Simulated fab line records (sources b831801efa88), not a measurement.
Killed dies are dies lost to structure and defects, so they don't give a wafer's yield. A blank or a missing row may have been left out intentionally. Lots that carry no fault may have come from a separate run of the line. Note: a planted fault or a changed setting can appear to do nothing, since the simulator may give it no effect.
fab line records	flow sky130
record: lots: 24	wafers: 72	lastDay: 50
route steps=708 shown VT_ADJUST_HVTR@139 LDD_HVN@276 POLY_CUT@317 METAL2@484 METAL3@532 CAPM@551
lots with no fault: from the same line, run without faults
startH: hours from the record's first day to the start of the lot's first wafer shown	waitH: how many hours have passed since the lot's step before this one	" as in the row above	L1.1+2: one row covering several wafers at once	- no value present, or no start provided	* or withheld: withheld	< > ~ a bound
route shown NAME@n: a module of which the file shows steps, and the number in the route of the first	usual: mean/standard deviation taken from wafers without a fault	same: alike in all rows	chamber/n: place in a boat	sites: the reading at each site	_std_site: standard deviation of those values	_edge_site: mean of outer sites minus mean of inner sites	radiusMm: how far each site lies from the wafer's centre	mask NAME#n: copy n	behind: the most recent tool/chamber to have shaped the wafer	hold: reason for holding the lot/hours on hold/outcome of the hold	device: transistor that didn't switch, given as n, p or np	end of line: the tests these same wafers got at the end of their route	for a step that has no rows: nothing shown but its recipe	killed: the dies lost at the first sort to structure and to defects; this is not the yield of the wafer	map: shows each die of a wafer: x if killed, . if not, _ if none is there
set.NAME: the setting as run; set.NAME@STEP: as run at that earlier step	model.NAME: the simulator's own value behind a step, which no gauge read
a sample of lots followed through the steps of the route, with each step as a table and each wafer as a row
services: the hour from which a tool's chamber was out of use, counted from the record's first day as startH (under 0 if before that day), plus the number of hours and why
== steps ==
step: SKY_VT_ADJUST_HVTR_OVL_MEAS_08
usual: VT_ADJUST_HVTR_OVL: 1.2/1.4
lot.wafer	tool	chamber	startH	waitH	VT_ADJUST_HVTR_OVL[nm]
L074.1	overlay-01	-	213.24	0.1	1.9
L074.4	"	-	"	"	-0.6
L074.5	"	-	"	"	-0.1
L075.2	overlay-02	-	215.45	0.1	0.8
L075.3	"	-	"	"	1.8
L075.6	"	-	"	"	2.3
L076.1	overlay-02	-	217.60	0.1	0.5
L076.2	"	-	"	"	-0.1
L076.3	"	-	"	"	2.3
L077.1	overlay-02	-	225.84	0.1	3.4
L077.3	"	-	"	"	5.2
L077.4	"	-	"	"	2.6
L078.2	overlay-02	-	239.90	0.1	4.5
L078.3	"	-	"	"	3.9
L078.5	"	-	"	"	3.7
L079.2	overlay-01	-	242.97	0.1	2.1
L079.3	"	-	"	"	3.7
L079.6	"	-	"	"	2.7
L080.1	overlay-02	-	249.40	0.1	2.5
L080.2	"	-	"	"	2.5
L080.4	"	-	"	"	0.0
L081.3	overlay-01	-	256.91	0.1	-1.0
L081.4	"	-	"	"	-2.1
L081.6	"	-	"	"	0.4
L082.2	overlay-01	-	262.12	0.1	1.5
L082.4	"	-	"	"	0.7
L082.6	"	-	"	"	-0.3
L083.1	overlay-02	-	269.99	0.1	1.5
L083.4	"	-	"	"	2.8
L083.6	"	-	"	"	1.7
L084.1	overlay-02	-	275.30	0.1	-1.7
L084.2	"	-	"	"	0.1
L084.4	"	-	"	"	-0.2
L085.3	overlay-02	-	284.82	0.1	2.2
L085.5	"	-	"	"	0.2
L085.6	"	-	"	"	2.2
L086.1	overlay-01	-	295.04	0.1	0.1
L086.3	"	-	"	"	0.0
L086.5	"	-	"	"	-1.5
L087.2	overlay-02	-	304.06	0.1	2.3
L087.3	"	-	"	"	1.1
L087.4	"	-	"	"	1.3
L088.2	overlay-01	-	308.60	0.1	0.1
L088.5	"	-	"	"	-0.3
L088.6	"	-	"	"	1.0
L089.1	overlay-01	-	316.86	0.1	0.9
L089.4	"	-	"	"	1.1
L089.6	"	-	"	"	1.4
L090.1	overlay-02	-	320.61	0.1	2.5
L090.2	"	-	"	"	2.8
L090.6	"	-	"	"	2.3
L091.1	overlay-02	-	331.26	0.1	-1.0
L091.3	"	-	"	"	0.5
L091.6	"	-	"	"	-0.2
L092.1	overlay-02	-	337.64	0.1	-0.1
L092.2	"	-	"	"	-0.3
L092.6	"	-	"	"	-0.9
L093.1	overlay-01	-	341.71	0.1	2.0
L093.3	"	-	"	"	1.6
L093.6	"	-	"	"	1.7
L094.4	overlay-02	-	349.38	0.1	2.5
L094.5	"	-	"	"	2.0
L094.6	"	-	"	"	3.0
L095.1	overlay-01	-	358.99	0.1	2.0
L095.3	"	-	"	"	0.4
L095.4	"	-	"	"	0.0
L096.4	overlay-02	-	382.01	0.1	2.2
L096.5	"	-	"	"	1.7
L096.6	"	-	"	"	2.0
L097.1	overlay-02	-	383.31	0.1	0.0
L097.3	"	-	"	"	0.9
L097.6	"	-	"	"	-0.2
step: SKY_LDD_HVN_STRIP_09
recipe: chemistry: O2/N2	powerW: 1400	pressureMtorr: 1500	platenTempC: withheld	o2FlowSccm: 3000	n2FlowSccm: 300	overashFraction: 0.5
usual: drypumpMotorCurrentA: 6.2/0.35	oesProductAu: 0.408/0.0046	stripTimeToEndpointS: 4.128/0.013
lot.wafer	tool	chamber	startH	waitH	drypumpMotorCurrentA	oesProductAu	rfHoursCounterH	stripTimeToEndpointS
L074.1	plasmaAsher-01	1	479.71	0.1	5.8	0.414	38	4.116
L074.4	"	1	"	"	5.8	0.415	-	4.118
L074.5	"	1	"	"	5.8	0.401	-	4.145
L075.2	plasmaAsher-04	0	481.99	0.1	6.6	0.412	80	4.122
L075.3	"	0	"	"	6.6	0.409	-	4.154
L075.6	"	1	"	"	5.8	0.412	-	4.135
L076.1	plasmaAsher-03	0	488.64	0.1	6.0	0.403	5	4.122
L076.2	"	1	"	"	6.2	0.418	5	4.134
L076.3	"	1	"	"	6.2	0.409	-	4.112
L077.1	plasmaAsher-04	1	493.76	0.1	5.8	0.402	83	4.146
L077.3	"	0	"	"	6.6	0.411	-	4.143
L077.4	"	1	"	"	5.8	0.411	-	4.117
L078.2	plasmaAsher-01	0	508.59	0.1	6.6	0.410	40	4.137
L078.3	"	0	"	"	6.7	0.398	-	4.136
L078.5	"	1	"	"	5.8	0.407	-	4.140
L079.2	plasmaAsher-03	0	510.87	0.1	5.9	0.404	8	4.127
L079.3	"	1	"	"	6.2	0.411	-	4.107
L079.6	"	1	"	"	6.2	0.410	-	4.132
L080.1	plasmaAsher-01	1	523.49	0.1	5.8	0.405	42	4.139
L080.2	"	0	"	"	6.6	0.404	42	4.136
L080.4	"	0	"	"	6.6	0.405	-	4.143
L081.3	plasmaAsher-03	0	534.02	0.1	6.0	0.402	-	4.114
L081.4	"	1	"	"	6.2	0.412	-	4.154
L081.6	"	0	"	"	5.9	0.412	-	4.126
L082.2	plasmaAsher-01	1	538.34	0.1	5.8	0.404	43	4.131
L082.4	"	1	"	"	5.8	0.411	-	4.144
L082.6	"	1	"	"	5.8	0.406	-	4.140
L083.1	plasmaAsher-01	1	563.47	0.1	5.8	0.400	46	4.152
L083.4	"	0	"	"	6.6	0.411	-	4.122
L083.6	"	1	"	"	5.8	0.405	-	4.126
L084.1	plasmaAsher-03	1	564.61	0.1	6.2	0.404	13	4.114
L084.2	"	0	"	"	5.9	0.403	13	4.131
L084.4	"	0	"	"	6.0	0.408	-	4.123
L085.3	plasmaAsher-01	0	570.86	0.1	6.6	0.408	-	4.118
L085.5	"	0	"	"	6.6	0.406	-	4.116
L085.6	"	1	"	"	5.8	0.409	-	4.106
L086.1	plasmaAsher-03	0	580.41	0.1	5.9	0.412	15	4.122
L086.3	"	1	"	"	6.2	0.413	-	4.109
L086.5	"	0	"	"	6.0	0.411	-	4.113
L087.2	plasmaAsher-04	0	588.07	0.1	6.6	0.416	91	4.128
L087.3	"	1	"	"	5.8	0.399	-	4.117
L087.4	"	0	"	"	6.6	0.412	-	4.139
L088.2	plasmaAsher-01	1	593.99	0.1	5.8	0.400	49	4.124
L088.5	"	0	"	"	6.6	0.411	-	4.134
L088.6	"	1	"	"	5.8	0.405	-	4.134
L089.1	plasmaAsher-01	0	600.44	0.1	6.6	0.416	49	4.123
L089.4	"	1	"	"	5.8	0.408	-	4.125
L089.6	"	1	"	"	5.9	0.405	-	4.153
L090.1	plasmaAsher-04	0	605.74	0.1	6.6	0.405	92	4.126
L090.2	"	1	"	"	5.8	0.406	92	4.123
L090.6	"	1	"	"	5.8	0.407	-	4.112
L091.1	plasmaAsher-04	1	619.91	0.1	5.8	0.409	94	4.138
L091.3	"	1	"	"	5.8	0.419	-	4.141
L091.6	"	0	"	"	6.6	0.417	-	4.142
L092.1	plasmaAsher-04	0	625.52	0.1	6.6	0.410	94	4.147
L092.2	"	1	"	"	5.8	0.413	94	4.133
L092.6	"	1	"	"	5.8	0.403	-	4.143
L093.1	plasmaAsher-04	1	632.14	0.1	5.8	0.411	95	4.130
L093.3	"	1	"	"	5.8	0.411	-	4.106
L093.6	"	0	"	"	6.6	0.401	-	4.124
L094.4	plasmaAsher-03	1	633.71	0.1	6.2	0.406	-	4.131
L094.5	"	0	"	"	6.0	0.412	-	4.118
L094.6	"	1	"	"	6.2	0.405	-	4.131
L095.1	plasmaAsher-03	1	643.25	0.1	6.2	0.412	21	4.135
L095.3	"	0	"	"	5.9	0.408	-	4.110
L095.4	"	1	"	"	6.2	0.410	-	4.127
L097.1	plasmaAsher-04	0	668.39	0.1	6.6	0.399	97	4.130
L097.3	"	1	"	"	5.8	0.413	-	4.104
L097.6	"	1	"	"	5.8	0.414	-	4.109
L096.4	plasmaAsher-03	1	670.62	0.1	6.2	0.404	-	4.124
L096.5	"	0	"	"	6.0	0.413	-	4.124
L096.6	"	1	"	"	6.2	0.406	-	4.127
step: SKY_POLY_CUT_ETCH_10
recipe: chemistry: N2/H2	target: BARC	ionEnergyEv: 200	sourceW: 500	biasW: 100	pressureMtorr: 30	n2FlowSccm: 100	h2FlowSccm: 200	stopOn: SiO2	timeS: 45.9	targetDepthA: 600
usual: biasW: 100.0/0.32	drypumpMotorCurrentA: 5.4/0.48	h2FlowSccm: 200.0/0.6	oesProductAu: 0.854/0.0044	throttleValvePct: 13.224/0.0082
lot.wafer	tool	chamber	startH	waitH	biasW	drypumpMotorCurrentA	h2FlowSccm	oesProductAu	rfHoursCounterH	throttleValvePct
L074.1	rieDiel-01	0	573.13	0.0	99.6	5.1	199.6	0.849	0	13.224
L074.4	"	1	"	"	100.3	6.4	200.9	0.850	-	13.239
L074.5	"	3	"	"	100.1	6.0	200.9	0.846	-	13.204
L075.2	rieDiel-02	2	577.58	0.0	99.7	5.3	200.1	0.853	7	13.221
L075.3	"	0	"	"	99.7	5.1	200.3	0.843	11	13.228
L075.6	"	1	"	"	99.9	6.3	200.5	0.855	-	13.228
L076.1	rieDiel-04	0	582.98	0.0	100.4	5.2	200.2	0.856	4	13.215
L076.2	"	1	"	"	99.7	5.3	199.5	0.855	6	13.223
L076.3	"	3	"	"	100.0	4.7	199.4	0.853	2	13.224
L077.1	rieDiel-01	1	587.44	0.0	100.2	6.4	199.7	0.858	11	13.225
L077.3	"	3	"	"	100.3	6.1	199.4	0.850	9	13.236
L077.4	"	0	"	"	99.6	5.2	200.2	0.850	1	13.233
L078.2	rieDiel-01	3	600.43	0.0	99.8	6.1	199.8	0.856	10	13.227
L078.3	"	0	"	"	99.9	5.1	199.7	0.851	1	13.229
L078.5	"	2	"	"	99.7	5.3	200.9	0.851	-	13.211
L079.2	rieDiel-01	3	603.13	0.0	100.2	6.1	200.3	0.855	10	13.234
L079.3	"	2	"	"	100.0	5.3	199.1	0.857	1	13.221
L079.6	"	0	"	"	99.7	5.1	199.8	0.848	-	13.228
L080.1	rieDiel-04	3	616.03	0.0	100.1	4.7	200.8	0.848	2	13.237
L080.2	"	2	"	"	99.8	5.5	199.7	0.849	41	13.220
L080.4	"	0	"	"	100.1	5.2	199.4	0.854	4	13.240
L081.3	rieDiel-02	2	626.18	0.0	99.3	5.3	198.8	0.843	8	13.213
L081.4	"	1	"	"	99.8	6.3	200.0	0.854	2	13.225
L081.6	"	2	"	"	99.6	5.3	199.1	0.854	-	13.223
L082.2	rieDiel-01	1	629.89	0.0	99.9	6.5	199.7	0.851	12	13.216
L082.4	"	2	"	"	100.4	5.3	201.1	0.845	-	13.225
L082.6	"	3	"	"	100.4	6.1	199.5	0.852	-	13.239
L083.1	rieDiel-01	3	653.88	0.0	99.9	6.1	200.6	0.852	11	13.227
L083.4	"	1	"	"	99.8	6.5	201.0	0.848	13	13.233
L083.6	"	0	"	"	99.6	5.1	199.7	0.857	-	13.222
L084.1	rieDiel-04	2	656.28	0.0	99.8	5.5	199.3	0.848	42	13.224
L084.2	"	3	"	"	100.0	4.8	200.5	0.849	3	13.236
L084.4	"	0	"	"	99.6	5.2	199.3	0.853	5	13.242
L085.3	rieDiel-01	3	661.18	0.0	100.0	6.1	200.3	0.852	12	13.215
L085.5	"	0	"	"	100.2	5.1	199.9	0.857	-	13.220
L085.6	"	3	"	"	100.0	6.1	199.7	0.858	-	13.229
L086.1	rieDiel-02	2	668.74	0.0	99.7	5.3	200.6	0.865	9	13.222
L086.3	"	1	"	"	100.0	6.3	201.8	0.855	3	13.238
L086.5	"	3	"	"	100.0	5.2	199.1	0.851	-	13.234
L087.2	rieDiel-04	2	677.68	0.0	100.7	5.4	201.4	0.850	42	13.221
L087.3	"	1	"	"	100.0	5.3	200.3	0.856	7	13.230
L087.4	"	3	"	"	100.2	4.8	199.9	0.857	3	13.230
L088.2	rieDiel-04	0	682.54	0.0	99.9	5.2	199.2	0.849	5	13.214
L088.5	"	0	"	"	100.2	5.2	199.4	0.846	-	13.235
L088.6	"	1	"	"	100.3	5.3	200.2	0.853	-	13.219
L089.1	rieDiel-01	3	688.88	0.0	99.5	6.1	200.3	0.856	12	13.224
L089.4	"	0	"	"	100.0	5.1	200.3	0.854	3	13.224
L089.6	"	1	"	"	100.2	6.5	199.9	0.851	-	13.227
L090.1	rieDiel-02	1	695.23	0.0	99.7	6.3	199.6	0.856	3	13.225
L090.2	"	2	"	"	101.0	5.3	200.3	0.853	9	13.229
L090.6	"	2	"	"	100.2	5.3	200.4	0.851	-	13.239
L091.1	rieDiel-01	3	708.54	0.0	100.2	6.1	199.8	0.852	13	13.225
L091.3	"	0	"	"	99.8	5.1	199.7	0.847	3	13.219
L091.6	"	0	"	"	99.9	5.1	199.7	0.853	-	13.213
L092.1	rieDiel-04	2	713.04	0.0	100.3	5.5	200.9	0.857	43	13.225
L092.2	"	1	"	"	99.4	5.3	198.9	0.850	8	13.224
L092.6	"	1	"	"	99.5	5.3	200.2	0.852	-	13.209
L093.1	rieDiel-02	2	723.28	0.0	99.6	5.3	200.7	0.854	10	13.230
L093.3	"	3	"	"	99.9	5.2	199.6	0.850	0	13.224
L093.6	"	0	"	"	99.5	5.1	200.1	0.853	-	13.220
L094.4	rieDiel-04	1	723.49	0.0	100.5	5.3	199.4	0.860	8	13.222
L094.5	"	3	"	"	100.3	4.8	200.0	0.852	-	13.225
L094.6	"	0	"	"	99.4	5.2	200.4	0.855	-	13.231
L095.1	rieDiel-04	2	730.78	0.0	100.0	5.4	200.2	0.854	43	13.232
L095.3	"	1	"	"	100.2	5.3	199.9	0.854	8	13.225
L095.4	"	0	"	"	100.0	5.2	200.0	0.856	6	13.227
L097.1	rieDiel-02	0	754.58	0.0	100.1	5.1	199.6	0.858	16	13.225
L097.3	"	3	"	"	100.3	5.2	199.8	0.858	1	13.217
L097.6	"	2	"	"	100.4	5.2	198.7	0.854	-	13.213
L096.4	rieDiel-02	0	757.46	0.0	99.8	5.1	200.9	0.859	-	13.229
L096.5	"	3	"	"	100.1	5.3	199.0	0.855	-	13.217
L096.6	"	2	"	"	100.1	5.3	199.8	0.852	-	13.222
step: SKY_METAL2_SPUTTER_01
recipe: material: TiN	targetThkNm: 20	powerW: 6500	timeS: 16.7	chamberPressurePa: 0.4
usual: cathodeDcPowerW: 6500.1/1.2	throttleValvePct: 30.1/0.94
lot.wafer	tool	chamber	startH	waitH	cathodeDcPowerW	throttleValvePct
L074.1	pvdSputter-01	-	809.87	0.0	6498.8	30.3
L074.4	"	-	"	"	6500.0	28.7
L074.5	"	-	"	"	6502.1	30.3
L075.2	pvdSputter-01	-	813.67	0.0	6500.3	30.1
L075.3	"	-	"	"	6501.1	30.1
L075.6	"	-	"	"	6499.4	30.3
L076.1	pvdSputter-02	-	817.68	0.0	6502.2	30.3
L076.2	"	-	"	"	6499.9	31.4
L076.3	"	-	"	"	6499.0	28.4
L077.1	pvdSputter-01	-	822.43	0.0	6501.2	30.2
L077.3	"	-	"	"	6500.1	30.1
L077.4	"	-	"	"	6499.0	28.7
L078.2	pvdSputter-02	-	835.11	0.0	6499.8	28.5
L078.3	"	-	"	"	6500.7	30.3
L078.5	"	-	"	"	6499.5	30.2
L079.2	pvdSputter-04	-	836.11	0.0	6501.1	31.1
L079.3	"	-	"	"	6499.0	30.0
L079.6	"	-	"	"	6501.2	30.0
L080.1	pvdSputter-02	-	845.97	0.0	6499.6	30.2
L080.2	"	-	"	"	6502.3	31.5
L080.4	"	-	"	"	6498.5	30.8
L081.3	pvdSputter-01	-	856.92	0.0	6499.3	28.5
L081.4	"	-	"	"	6499.5	30.3
L081.6	"	-	"	"	6499.9	28.2
L082.2	pvdSputter-02	-	859.97	0.0	6497.5	30.4
L082.4	"	-	"	"	6500.4	28.5
L082.6	"	-	"	"	6498.9	28.3
L083.1	pvdSputter-04	-	881.67	0.0	6499.1	31.1
L083.4	"	-	"	"	6499.0	29.6
L083.6	"	-	"	"	6499.5	31.1
L084.1	pvdSputter-04	-	882.92	0.0	6500.8	30.2
L084.2	"	-	"	"	6501.4	31.1
L084.4	"	-	"	"	6498.4	29.7
L085.3	pvdSputter-02	-	889.78	0.0	6499.7	31.4
L085.5	"	-	"	"	6501.6	28.3
L085.6	"	-	"	"	6496.9	30.3
L086.1	pvdSputter-02	-	894.37	0.0	6500.2	28.3
L086.3	"	-	"	"	6500.5	30.1
L086.5	"	-	"	"	6501.6	31.4
L087.2	pvdSputter-01	-	903.77	0.0	6501.4	30.2
L087.3	"	-	"	"	6501.6	28.7
L087.4	"	-	"	"	6499.0	30.2
L088.2	pvdSputter-02	-	906.47	0.0	6501.1	30.2
L088.5	"	-	"	"	6499.3	30.3
L088.6	"	-	"	"	6498.3	30.4
L089.1	pvdSputter-04	-	912.99	0.0	6499.7	29.3
L089.4	"	-	"	"	6501.0	30.1
L089.6	"	-	"	"	6499.6	29.6
L090.1	pvdSputter-01	-	919.40	0.0	6500.3	30.4
L090.2	"	-	"	"	6497.5	30.0
L090.6	"	-	"	"	6500.6	30.5
L091.1	pvdSputter-01	-	928.95	0.0	6501.3	30.2
L091.3	"	-	"	"	6501.3	30.3
L091.6	"	-	"	"	6500.7	28.4
L092.1	pvdSputter-04	-	931.91	0.0	6498.0	29.9
L092.2	"	-	"	"	6500.6	29.3
L092.6	"	-	"	"	6499.7	30.8
L093.1	pvdSputter-02	-	944.53	0.0	6500.6	30.3
L093.3	"	-	"	"	6503.0	31.2
L093.6	"	-	"	"	6500.6	30.6
L094.4	pvdSputter-02	-	944.90	0.0	6500.6	28.2
L094.5	"	-	"	"	6498.7	30.7
L094.6	"	-	"	"	6498.8	28.2
L095.1	pvdSputter-04	-	949.47	0.0	6500.4	30.2
L095.3	"	-	"	"	6499.6	30.9
L095.4	"	-	"	"	6501.1	29.8
L097.1	pvdSputter-04	-	971.09	0.0	6499.7	31.3
L097.3	"	-	"	"	6499.4	31.1
L097.6	"	-	"	"	6501.5	31.1
L096.4	pvdSputter-04	-	974.77	0.0	6501.1	29.4
L096.5	"	-	"	"	6498.6	29.9
L096.6	"	-	"	"	6499.6	31.2
step: SKY_METAL3_SPUTTER_00
recipe: material: Ti	targetThkNm: 15	powerW: 3000	timeS: 10	chamberPressurePa: 0.4
usual: cathodeDcPowerW: 3000.1/0.57	throttleValvePct: 29.8/0.91
lot.wafer	tool	chamber	startH	waitH	cathodeDcPowerW	throttleValvePct
L074.1	pvdSputter-03	-	865.52	0.1	2999.6	29.6
L074.4	"	-	"	"	3000.3	29.0
L074.5	"	-	"	"	3000.5	28.9
L075.2	pvdSputter-01	-	870.07	0.2	2999.4	30.0
L075.3	"	-	"	"	2999.7	30.3
L075.6	"	-	"	"	3000.8	28.5
L076.1	pvdSputter-03	-	873.37	0.1	3000.5	29.8
L076.2	"	-	"	"	3000.4	29.4
L076.3	"	-	"	"	3000.9	29.2
L077.1	pvdSputter-03	-	876.95	0.2	3000.2	29.8
L077.3	"	-	"	"	3001.1	29.2
L077.4	"	-	"	"	3000.2	29.2
L078.2	pvdSputter-03	-	889.46	0.2	2999.9	29.6
L078.3	"	-	"	"	3000.0	29.1
L078.5	"	-	"	"	2999.6	29.3
L079.2	pvdSputter-01	-	892.51	0.2	2999.8	30.2
L079.3	"	-	"	"	3000.8	30.1
L079.6	"	-	"	"	2999.8	30.3
L080.1	pvdSputter-01	-	900.51	0.2	3000.4	30.2
L080.2	"	-	"	"	3000.7	30.1
L080.4	"	-	"	"	2999.5	28.3
L081.3	pvdSputter-01	-	911.81	0.2	3000.9	30.2
L081.4	"	-	"	"	2999.9	28.6
L081.6	"	-	"	"	3000.7	28.8
L082.2	pvdSputter-02	-	914.66	0.2	3000.5	30.4
L082.4	"	-	"	"	3000.1	28.3
L082.6	"	-	"	"	2999.2	28.4
L083.1	pvdSputter-02	-	935.01	0.2	2999.4	31.3
L083.4	"	-	"	"	3000.7	28.5
L083.6	"	-	"	"	2999.1	30.1
L084.1	pvdSputter-02	-	936.20	0.2	3000.5	31.6
L084.2	"	-	"	"	2999.5	28.7
L084.4	"	-	"	"	3000.5	30.1
L085.3	pvdSputter-01	-	942.80	0.1	3000.5	30.0
L085.5	"	-	"	"	3001.0	28.4
L085.6	"	-	"	"	3000.3	30.2
L086.1	pvdSputter-02	-	947.38	0.2	2999.5	30.5
L086.3	"	-	"	"	2999.5	31.4
L086.5	"	-	"	"	3000.1	28.7
L087.2	pvdSputter-02	-	956.84	0.1	2999.6	29.9
L087.3	"	-	"	"	2999.5	28.4
L087.4	"	-	"	"	2999.0	31.6
L088.2	pvdSputter-03	-	958.97	0.2	3000.4	29.6
L088.5	"	-	"	"	2999.4	29.7
L088.6	"	-	"	"	3000.0	29.2
L089.1	pvdSputter-03	-	965.12	0.2	3000.1	29.8
L089.4	"	-	"	"	3000.1	28.9
L089.6	"	-	"	"	2999.5	29.0
L090.1	pvdSputter-02	-	971.46	0.1	3000.6	28.5
L090.2	"	-	"	"	3000.2	30.6
L090.6	"	-	"	"	3000.2	28.3
L091.1	pvdSputter-02	-	980.50	0.1	2998.9	30.5
L091.3	"	-	"	"	2998.9	30.2
L091.6	"	-	"	"	2999.6	30.4
L092.1	pvdSputter-03	-	983.25	0.1	2999.8	29.0
L092.2	"	-	"	"	2999.5	29.5
L092.6	"	-	"	"	2999.7	29.2
L093.1	pvdSputter-02	-	995.63	0.1	3000.5	28.3
L093.3	"	-	"	"	2999.8	31.5
L093.6	"	-	"	"	2998.7	30.2
L094.4	pvdSputter-01	-	996.68	0.1	2999.6	30.2
L094.5	"	-	"	"	2999.5	30.5
L094.6	"	-	"	"	3000.8	30.4
L095.1	pvdSputter-02	-	1001.38	0.1	3000.3	30.5
L095.3	"	-	"	"	3000.2	31.4
L095.4	"	-	"	"	2999.6	31.6
L097.1	pvdSputter-01	-	1021.00	0.2	2999.6	30.3
L097.3	"	-	"	"	2998.8	28.5
L097.6	"	-	"	"	3000.6	30.1
L096.4	pvdSputter-01	-	1025.99	0.1	3000.1	30.3
L096.5	"	-	"	"	2999.3	30.3
L096.6	"	-	"	"	3001.4	30.3
step: SKY_CAPM_STRIP_14
recipe: chemistry: O2/N2	powerW: 1400	pressureMtorr: 1500	platenTempC: withheld	o2FlowSccm: 3000	n2FlowSccm: 300	overashFraction: 0.5
usual: drypumpMotorCurrentA: 5.9/0.5	oesProductAu: 0.711/0.0045	stripTimeToEndpointS: 12.65/0.046
lot.wafer	tool	chamber	startH	waitH	drypumpMotorCurrentA	oesProductAu	rfHoursCounterH	stripTimeToEndpointS
L074.1	plasmaAsher-03	0	891.42	0.1	5.9	0.716	47	12.58
L074.4	"	1	"	"	6.2	0.711	-	12.58
L074.5	"	0	"	"	5.9	0.708	-	12.56
L075.2	plasmaAsher-02	0	896.34	0.1	4.9	0.714	107	12.63
L075.3	"	0	"	"	5.0	0.712	-	12.61
L075.6	"	1	"	"	6.0	0.708	-	12.61
L076.1	plasmaAsher-01	1	898.97	0.1	5.8	0.706	78	12.67
L076.2	"	0	"	"	6.6	0.710	78	12.63
L076.3	"	1	"	"	5.8	0.711	-	12.65
L077.1	plasmaAsher-03	1	902.74	0.1	6.2	0.705	48	12.62
L077.3	"	1	"	"	6.2	0.706	-	12.65
L077.4	"	0	"	"	5.9	0.717	-	12.58
L078.2	plasmaAsher-01	1	914.47	0.1	5.8	0.710	80	12.60
L078.3	"	0	"	"	6.6	0.716	-	12.65
L078.5	"	0	"	"	6.6	0.713	-	12.73
L079.2	plasmaAsher-03	1	918.04	0.1	6.2	0.707	49	12.71
L079.3	"	0	"	"	5.9	0.708	-	12.67
L079.6	"	0	"	"	5.9	0.708	-	12.62
L080.1	plasmaAsher-01	0	925.27	0.1	6.6	0.708	81	12.71
L080.2	"	1	"	"	5.8	0.707	81	12.64
L080.4	"	0	"	"	6.6	0.705	-	12.72
L081.3	plasmaAsher-02	0	936.97	0.1	5.0	0.709	-	12.61
L081.4	"	1	"	"	6.0	0.715	-	12.61
L081.6	"	0	"	"	5.0	0.703	-	12.60
L082.2	plasmaAsher-02	0	940.09	0.1	5.0	0.709	111	12.60
L082.4	"	0	"	"	5.0	0.707	-	12.58
L082.6	"	1	"	"	6.1	0.713	-	12.59
L083.1	plasmaAsher-01	0	959.37	0.1	6.6	0.713	84	12.66
L083.4	"	0	"	"	6.7	0.709	-	12.70
L083.6	"	0	"	"	6.7	0.716	-	12.66
L084.1	plasmaAsher-02	0	960.87	0.1	5.0	0.714	113	12.57
L084.2	"	1	"	"	6.0	0.712	113	12.65
L084.4	"	1	"	"	6.0	0.714	-	12.57
L085.3	plasmaAsher-03	1	967.05	0.1	6.2	0.719	-	12.68
L085.5	"	1	"	"	6.2	0.707	-	12.57
L085.6	"	0	"	"	5.9	0.717	-	12.69
L086.1	plasmaAsher-03	1	971.94	0.1	6.2	0.716	54	12.66
L086.3	"	0	"	"	5.9	0.707	-	12.66
L086.5	"	0	"	"	5.9	0.705	-	12.69
L087.2	plasmaAsher-02	1	981.14	0.1	6.1	0.715	115	12.64
L087.3	"	1	"	"	6.1	0.712	-	12.72
L087.4	"	0	"	"	5.0	0.710	-	12.67
L088.2	plasmaAsher-03	0	982.99	0.1	5.9	0.717	55	12.65
L088.5	"	0	"	"	5.9	0.718	-	12.56
L088.6	"	1	"	"	6.2	0.718	-	12.67
L089.1	plasmaAsher-03	1	989.79	0.1	6.2	0.708	56	12.77
L089.4	"	1	"	"	6.2	0.708	-	12.61
L089.6	"	0	"	"	5.9	0.712	-	12.75
L090.1	plasmaAsher-02	0	995.94	0.1	5.0	0.705	117	12.68
L090.2	"	1	"	"	6.0	0.706	117	12.65
L090.6	"	1	"	"	6.0	0.711	-	12.70
L091.1	plasmaAsher-02	1	1004.69	0.1	6.1	0.708	117	12.64
L091.3	"	0	"	"	4.9	0.701	-	12.64
L091.6	"	1	"	"	6.1	0.714	-	12.69
L092.1	plasmaAsher-02	0	1007.27	0.1	5.0	0.701	118	12.68
L092.2	"	1	"	"	6.1	0.706	118	12.69
L092.6	"	1	"	"	6.1	0.715	-	12.69
L093.1	plasmaAsher-03	1	1019.17	0.1	6.2	0.712	59	12.66
L093.3	"	1	"	"	6.2	0.713	-	12.68
L093.6	"	0	"	"	5.9	0.713	-	12.66
L094.4	plasmaAsher-03	0	1019.92	0.1	5.9	0.714	-	12.57
L094.5	"	1	"	"	6.2	0.707	-	12.64
L094.6	"	0	"	"	5.9	0.713	-	12.58
L095.1	plasmaAsher-03	1	1025.19	0.1	6.2	0.710	60	12.72
L095.3	"	0	"	"	5.9	0.706	-	12.65
L095.4	"	1	"	"	6.2	0.714	-	12.65
L097.1	plasmaAsher-02	0	1044.19	0.1	4.9	0.711	122	12.64
L097.3	"	0	"	"	4.9	0.709	-	12.65
L097.6	"	0	"	"	4.9	0.716	-	12.72
L096.4	plasmaAsher-01	0	1049.42	0.1	6.7	0.709	-	12.62
L096.5	"	0	"	"	6.6	0.706	-	12.71
L096.6	"	1	"	"	5.8	0.710	-	12.65
== services ==
tool	chamber	startH	hours	kind
plasmaAsher-02	-	478.57	10.8	repair
plasmaAsher-01	-	480.85	14.6	pm
plasmaAsher-02	-	483.34	8.6	repair
plasmaAsher-03	-	508.99	1.5	repair
rieDiel-01	0	627.78	9.8	repair
plasmaAsher-01	-	643.15	0.6	repair
pvdSputter-01	-	682.30	6.1	repair
pvdSputter-01	-	695.41	1.3	repair
plasmaAsher-02	-	702.07	2.5	repair
rieDiel-01	1	705.42	7.0	repair
rieDiel-01	-	721.15	14.6	pm
plasmaAsher-02	-	743.28	0.5	repair
rieDiel-01	1	753.49	3.2	repair
pvdSputter-02	-	760.02	3.3	repair
rieDiel-01	0	779.57	4.4	repair
plasmaAsher-01	-	781.06	15.6	pm
pvdSputter-02	-	794.62	0.8	repair
pvdSputter-01	-	797.49	3.7	repair
pvdSputter-01	-	850.02	2.4	repair
plasmaAsher-02	-	874.67	2.9	repair
pvdSputter-01	-	947.22	5.7	repair
plasmaAsher-01	-	1015.86	9.2	repair
pvdSputter-02	-	1020.43	8.2	repair
plasmaAsher-01	-	1028.03	6.2	repair
== key ==
fault none
